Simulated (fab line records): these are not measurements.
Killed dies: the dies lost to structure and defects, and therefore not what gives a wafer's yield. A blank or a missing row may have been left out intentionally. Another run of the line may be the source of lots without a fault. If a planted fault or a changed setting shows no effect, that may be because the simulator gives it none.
Which tool was responsible? | flow gf180mcu | Sampling: 12 lots, 36 wafers, 4 of 602 route steps

WHAT THE GAUGES READ, wafer by wafer
GF_VT_IMPLANT_OVL_MEAS_29.
lot  | measured     | on         | VT_IMPLANT_02_OVL (nm)
L344 | day 6 20:32  | overlay-01 | 0.5 -0.7 -0.9
L345 | day 7 05:57  | overlay-02 | 3.3 3.6 1.3
L346 | day 7 11:23  | overlay-02 | - - -
L351 | day 8 19:33  | overlay-01 | -2.0 -0.4 0.7
L357 | day 10 09:44 | overlay-02 | 2.2 3.2 2.1
L359 | day 11 00:08 | overlay-01 | -0.9 0.1 1.3
L360 | day 11 02:59 | overlay-01 | -0.4 -3.2 -2.3
L363 | day 11 23:48 | overlay-01 | -1.2 -1.0 -1.4
L364 | day 12 06:20 | overlay-01 | -1.1 -0.2 0.1
L365 | day 12 15:38 | overlay-02 | -2.5 -3.2 -1.5
L366 | day 12 23:32 | overlay-02 | -0.9 -0.9 -1.2
L367 | day 13 07:35 | overlay-02 | -0.2 -0.1 -1.1

GF_VT_IMPLANT_TW_MEAS_32.
lot  | measured     | on           | VT_IMPLANT_3_TW
L344 | day 6 20:50  | filmMetro-03 | 264.1 264.3 263.8
L345 | day 7 06:14  | filmMetro-01 | 271.8 271.0 270.3
L346 | day 7 11:41  | filmMetro-04 | 29.5 29.5 29.6
L351 | day 8 19:51  | filmMetro-04 | 264.9 267.0 265.9
L357 | day 10 10:01 | filmMetro-04 | 266.9 265.1 264.7
L359 | day 11 00:26 | filmMetro-03 | 264.4 264.7 264.2
L360 | day 11 03:17 | filmMetro-04 | 267.4 266.9 265.9
L363 | day 12 00:05 | filmMetro-03 | 263.1 262.1 261.7
L364 | day 12 06:38 | filmMetro-04 | 264.3 265.2 265.3
L365 | day 12 15:55 | filmMetro-01 | 270.0 269.2 270.0
L366 | day 12 23:49 | filmMetro-01 | 269.8 269.6 269.3
L367 | day 13 07:52 | filmMetro-04 | 263.7 265.6 265.7

GF_PSD_CD_MEAS_07: the cd target is 400 nm.
lot  | measured     | on       | cdNm (nm)
L344 | day 14 01:59 | cdSem-01 | 397.0 395.4 399.8
L345 | day 14 13:53 | cdSem-02 | 401.1 402.0 398.3
L351 | day 16 19:14 | cdSem-02 | 403.0 400.5 402.2
L357 | day 18 22:08 | cdSem-01 | 396.3 396.6 396.2
L359 | day 19 15:56 | cdSem-01 | 402.1 402.6 402.6
L360 | day 19 18:44 | cdSem-01 | 398.9 398.8 400.7
L363 | day 20 23:19 | cdSem-02 | 401.8 402.5 400.1
L364 | day 21 03:38 | cdSem-02 | 401.0 402.9 402.2
L365 | day 21 16:14 | cdSem-01 | 397.8 397.6 399.9
L366 | day 22 00:57 | cdSem-02 | 404.5 406.1 405.8
L367 | day 22 10:11 | cdSem-01 | 401.2 400.9 399.6

WHICH TOOL RAN EACH LOT (tool, then ch and the chambers of the sampled wafers, then the start)
lot  | GF_VT_IMPLANT_EXPOSE_26
L344 | ilineStepper-02 ch 0, day 6 13:05
L345 | ilineStepper-01 ch 0, day 6 22:55
L346 | ilineStepper-02 ch 0, day 7 04:25
L351 | ilineStepper-02 ch 0, day 8 11:47
L357 | ilineStepper-01 ch 0, day 10 01:11
L359 | ilineStepper-02 ch 0, day 10 14:55
L360 | ilineStepper-02 ch 0, day 10 18:23
L363 | ilineStepper-02 ch 0, day 11 15:01
L364 | ilineStepper-01 ch 0, day 11 20:40
L365 | ilineStepper-02 ch 0, day 12 05:49
L366 | ilineStepper-02 ch 0, day 12 14:05
L367 | ilineStepper-01 ch 0, day 12 22:01
- GF_VT_IMPLANT_EXPOSE_26: exposes mask LVPWELL HV AREA, target cd 860 nm.

AS READ BY THE TOOLS THEMSELVES (means over the sampled wafers that have a number; for cases with no such wafer, the mark the record gives instead)
The record holds no such reading with a usual standard deviation.

THE ANSWER, worked out from the rows above alone
Rule: the usual values come from the lots themselves. Put in order of their means at a reading, lots are off if they are a third of the lots or fewer, leave a main group of 4 or more, and stand apart from it by a gap of 3 or more times the standard deviation of the main group's means; of several such gaps the widest counts. The tables above print the reading to a certain number of digits; a main group whose means all agree to those digits is not used. Also off: a lot with no number at a reading for which 4 or more lots have one. Any other lot the step has rows for is counted as sound. First the gauges in route order, then the tools' own readings, where a lot's mean is used as printed above. At the first step where some lot is off, the reading lying furthest off is the one used; lots without a number count as furthest.
Off: L346, at GF_VT_IMPLANT_OVL_MEAS_29 (VT_IMPLANT_02_OVL). Without a number there: L346. For the main group the mean is -0.3 nm and the standard deviation 1.5.
A tool fits if, at a process step before that reading, it ran every lot that is off, and no sound lot after the first of them. The gauges at GF_VT_IMPLANT_OVL_MEAS_29 aren't tried: what is off there is off at GF_VT_IMPLANT_TW_MEAS_32 too, on other tools, and a gauge's error can't cause that. None of those tried fits.

WHAT HAD BEEN PUT IN BY THE SIMULATOR
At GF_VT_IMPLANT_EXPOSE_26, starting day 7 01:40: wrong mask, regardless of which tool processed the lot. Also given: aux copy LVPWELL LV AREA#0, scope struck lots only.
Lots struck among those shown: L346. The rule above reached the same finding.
